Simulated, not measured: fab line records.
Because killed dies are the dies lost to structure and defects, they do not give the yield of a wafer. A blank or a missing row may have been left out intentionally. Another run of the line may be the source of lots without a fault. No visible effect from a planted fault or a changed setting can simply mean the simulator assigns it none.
Struck lot and sound lot, side by side :: flow gf180mcu :: 14 steps out of a route of 602
Sound: wafers L370.2, L370.3, L370.6. Wafers struck: L369.3, L369.5, L369.6. The cause is given at the end.
Per side, at each step with rows, come the tool, then ch with its chambers, and then its first start. Under that, the readings that differ: sound wafers :: struck wafers :: difference of the means :: sigmas: that difference in standard deviations of wafers without a fault.
alike: words and numbers the same on both sides, and readings whose means are apart by under 2 such deviations; not compared: readings that were withheld, readings missing a value for some wafer, numbers with overlapping values and no deviation given by the record, and bounds like >300 which may hide the same value.
A row with sigmas, a row that says differs or no value, or rows on one side alone: a step with any of these is where the two part. Non-overlapping numbers with no deviation appear without sigmas and do not part them. A reading missing from all wafers of one side parts the sides only when that side holds two or more wafers.

first, 2 steps without rows for these wafers: GF_MVPSD_PEB_05; GF_MVPSD_DEVELOP_06 (develop time 60 s).
GF_MVPSD_OVL_MEAS_07:
  sound on overlay-02, day 9 19:51; struck on overlay-02, day 9 14:31
  alike: MVPSD_OVL
then, 2 steps without rows for these wafers: GF_MVPSD_IMPLANT_08; GF_MVPSD_IMPLANT_09.
GF_MVPSD_STRIP_10: strips in O2/N2.
  sound on plasma-asher-04 ch 0,1, day 9 20:11; struck on plasma-asher-04 ch 0,1, day 9 14:52
  alike: drypump-motor-current-A, heater-power-w, oes-product-au, strip-time-to-endpoint-s
  not compared: rf-hours-counter-h
GF_MVPSD_TW_MEAS_11:
  sound on film-metro-04, day 9 20:17; struck on film-metro-02, day 9 14:58
  alike: MVPSD_TW
then, 5 steps without rows for these wafers: GF_VT_IMPLANT_DEHYDRATE_00 (time 60 s); GF_VT_IMPLANT_HMDS_01 (prime time 60 s); GF_VT_IMPLANT_COAT_02 (resist thk 1000 nm); GF_VT_IMPLANT_SOFTBAKE_03 (time 60 s); GF_VT_IMPLANT_EXPOSE_04 (exposes mask LVPWELL LV AREA, target cd 600 nm).
GF_VT_IMPLANT_PEB_05:
  sound on litho-track-02 ch 0, day 10 13:40; struck on litho-track-01, day 10 08:33
reading: exhaust-pa (Pa)
sound: 45.8 46.2 45.3
struck: - - -
difference: no value on the struck wafers
sigmas: 
  not compared: chill-plate-temp-C
then, 1 step without rows for these wafers: GF_VT_IMPLANT_DEVELOP_06 (develop time 60 s).

WHERE THEY PART
GF_VT_IMPLANT_PEB_05 only, going by this record.

WHY: what the simulator had put in
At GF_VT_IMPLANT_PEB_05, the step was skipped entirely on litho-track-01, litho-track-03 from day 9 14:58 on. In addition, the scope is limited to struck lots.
